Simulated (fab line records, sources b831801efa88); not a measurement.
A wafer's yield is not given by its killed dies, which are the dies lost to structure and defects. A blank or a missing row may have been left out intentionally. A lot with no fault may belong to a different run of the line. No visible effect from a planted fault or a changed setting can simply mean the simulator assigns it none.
Chamber matching / flow gf180mcu / GF_V2_STRIP_19 on wet bench-04 has 3 sister chambers
The step strips in post etch residue remover, time 1200 s. 3 wafers are shown with their chamber, then 4 later ones without.

## WAFERS PAIRED WITH THEIR CHAMBERS
wafer=L180.5; chamber=0; bath heat duty pct (%)=15.4
wafer=L184.4; chamber=3; bath heat duty pct (%)=15.3
wafer=L194.4; chamber=2; bath heat duty pct (%)=14.9

## WAFERS WHOSE CHAMBER IS MISSING
wafer=L194.5; bath heat duty pct (%)=17.1
wafer=L196.1; bath heat duty pct (%)=14.7
wafer=L196.2; bath heat duty pct (%)=13.8
wafer=L196.6; bath heat duty pct (%)=15.2

## WHICH CHAMBER EACH WENT THROUGH
wafer=L194.5; from the rows above=can't be placed: 0 or 3 or 2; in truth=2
wafer=L196.1; from the rows above=can't be placed: 2 or 3 or 0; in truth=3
wafer=L196.2; from the rows above=can't be placed: 2 or 3 or 0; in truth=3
wafer=L196.6; from the rows above=can't be placed: 3 or 0 or 2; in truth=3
Correctly placed: 0 of 4. Not placeable from these rows: 4 (in 4, the candidates include the true chamber). 0 placed wrongly.
How it was worked out, from the rows above alone: a wafer's distance from a chamber is the root of the sum, over the readings, of the square of ((its reading less the chamber's mean) divided by the reading's scatter). The wafer belongs to the nearest chamber; if the next one is less than 2 further off, it can't be placed. A chamber's mean is the mean of its shown wafers. The scatter: root of mean squared gap, hidden wafer to nearest shown wafer, with one shown wafer a chamber.
